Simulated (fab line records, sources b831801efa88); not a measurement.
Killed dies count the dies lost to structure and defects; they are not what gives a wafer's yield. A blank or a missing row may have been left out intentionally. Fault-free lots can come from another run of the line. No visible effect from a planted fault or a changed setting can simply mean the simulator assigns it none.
Chamber matching | flow sky130 | cmp-02 running SKY_VIA2_CMP_24: 4 sister chambers
The step polishes, stops on SiO2, t overpolish 20 s, target thk 0 nm. 8 wafers are shown with their chamber, then 7 later ones without.

== WAFERS PAIRED WITH THEIR CHAMBERS ==
wafer  | chamber | motor_current_A (A) | time_to_endpoint_s (s)
L642.1 | 2       | 10.4                | 104
L642.2 | 3       | 9.6                 | 101
L644.4 | 2       | 10.6                | 102
L646.1 | 3       | 10.0                | 96
L646.2 | 1       | 13.6                | 98
L646.3 | 0       | 13.2                | 98
L649.1 | 1       | 13.1                | 97
L649.4 | 0       | 13.7                | 102

== WAFERS WITH NO CHAMBER GIVEN ==
wafer  | motor_current_A (A) | time_to_endpoint_s (s)
L649.6 | 9.9                 | 100
L658.1 | 9.7                 | 98
L658.2 | 13.8                | 98
L658.5 | 9.5                 | 95
L664.2 | 13.6                | 104
L664.3 | 9.2                 | 103
L664.6 | 10.1                | 105

== WHICH CHAMBER EACH ONE RAN IN ==
wafer  | from the rows above     | in truth
L649.6 | can't be placed: 3 or 2 | 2
L658.1 | 3                       | 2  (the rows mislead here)
L658.2 | can't be placed: 0 or 1 | 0
L658.5 | 3                       | 3
L664.2 | can't be placed: 0 or 1 | 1
L664.3 | can't be placed: 3 or 2 | 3
L664.6 | can't be placed: 2 or 3 | 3
1 of 7 placed correctly. From these rows, 5 cannot be placed; in 5 the true chamber is one of the candidates. Placed wrongly: 1.
How it was worked out, from the rows above alone: a wafer's distance from a chamber is the root of the sum, over the readings, of the square of ((its reading less the chamber's mean) divided by the reading's scatter). The wafer belongs to the nearest chamber; if the next one is less than 2 further off, it can't be placed. The mean given for a chamber averages the wafers shown for that chamber. The scatter: take each reading less its chamber's mean, square it, sum over the shown wafers, divide by the number of wafers less the number of chambers, and take the root.
